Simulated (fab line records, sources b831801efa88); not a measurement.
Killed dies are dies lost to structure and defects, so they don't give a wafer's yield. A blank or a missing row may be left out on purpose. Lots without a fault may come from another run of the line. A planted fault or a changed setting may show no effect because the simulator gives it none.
A struck lot beside a sound one | flow sky130 | 15 steps out of a route of 708
Sound: wafers L640.1, L640.4, L640.6. Struck: wafers L651.1, L651.4. (L651.6 of the same lot was not struck and is left out.) The cause comes at the end.
At each step with rows: each side's tool, then ch and its chambers, then its first start. Under that, the readings that differ: sound wafers | struck wafers | difference of the means | sigmas: that difference in standard deviations of wafers without a fault.
alike: readings whose means differ by less than 2 such deviations, and words and numbers that are the same on both sides. not compared: withheld readings, readings that some wafer has no value for, bounds like >300 that may hide the same value, and numbers for which the record gives no deviation and whose values overlap.
The two part at a step that has a row with sigmas, a row that says differs or no value, or rows on one side only. Numbers that don't overlap but have no deviation are shown without sigmas and don't part them. A reading that every wafer of one side lacks parts them only if that side has two wafers or more.

first, 2 steps without rows for these wafers: SKY_VT_ADJUST_LVTN_PEB_16; SKY_VT_ADJUST_LVTN_DEVELOP_17 (develop time 60 s).
SKY_VT_ADJUST_LVTN_OVL_MEAS_18:
  sound on overlay-01, day 8 14:29; struck on overlay-02, day 11 15:48
  alike: VT_ADJUST_LVTN_01_OVL
then, 1 step without rows for these wafers: SKY_VT_ADJUST_LVTN_IMPLANT_19.
SKY_VT_ADJUST_LVTN_STRIP_20: strips in O2/N2.
  sound on plasma_asher-04 ch 0,1, day 8 14:40; struck on plasma_asher-02 ch 0,1, day 11 15:59
  alike: chamber_pressure_mTorr, drypump_motor_current_A, oes_product_au, strip_time_to_endpoint_s
  not compared: rf_hours_counter_h
SKY_VT_ADJUST_LVTN_TW_MEAS_21:
  sound on film_metro-04, day 8 14:46; struck on film_metro-02, day 11 16:05
  alike: VT_ADJUST_LVTN_2_TW
then, 6 steps without rows for these wafers: SKY_VT_ADJUST_NCORE_DEHYDRATE_00 (time 60 s); SKY_VT_ADJUST_NCORE_HMDS_01 (prime time 60 s); SKY_VT_ADJUST_NCORE_COAT_02 (resist thk 1140 nm); SKY_VT_ADJUST_NCORE_SOFTBAKE_03 (time 60 s); SKY_VT_ADJUST_NCORE_EXPOSE_04 (exposes mask LVTN COMPLEMENT THIN, target cd 380 nm); SKY_VT_ADJUST_NCORE_PEB_05.
SKY_VT_ADJUST_NCORE_DEVELOP_06: develop time 60 s.
  sound on litho_track-02 ch 0, day 9 11:32; struck on litho_track-03 ch 0, day 12 16:12
SKY_VT_ADJUST_NCORE_CD_MEAS_07: target cd 380 nm.
  sound on cd_sem-01, day 9 11:41; struck on cd_sem-01, day 12 16:21
  reading    | sound             | struck      | difference | sigmas
  cd_nm (nm) | 376.1 375.5 376.3 | 369.4 367.3 | -7.6       | -3
SKY_VT_ADJUST_NCORE_OVL_MEAS_08:
  sound on overlay-02, day 9 11:48; struck on overlay-02, day 12 16:28
  alike: VT_ADJUST_NCORE_OVL

WHERE THEY PART
Only at SKY_VT_ADJUST_NCORE_CD_MEAS_07, within this record. Later steps at which nothing parts them and some readings are alike: SKY_VT_ADJUST_NCORE_OVL_MEAS_08.

WHY: what the simulator had put in
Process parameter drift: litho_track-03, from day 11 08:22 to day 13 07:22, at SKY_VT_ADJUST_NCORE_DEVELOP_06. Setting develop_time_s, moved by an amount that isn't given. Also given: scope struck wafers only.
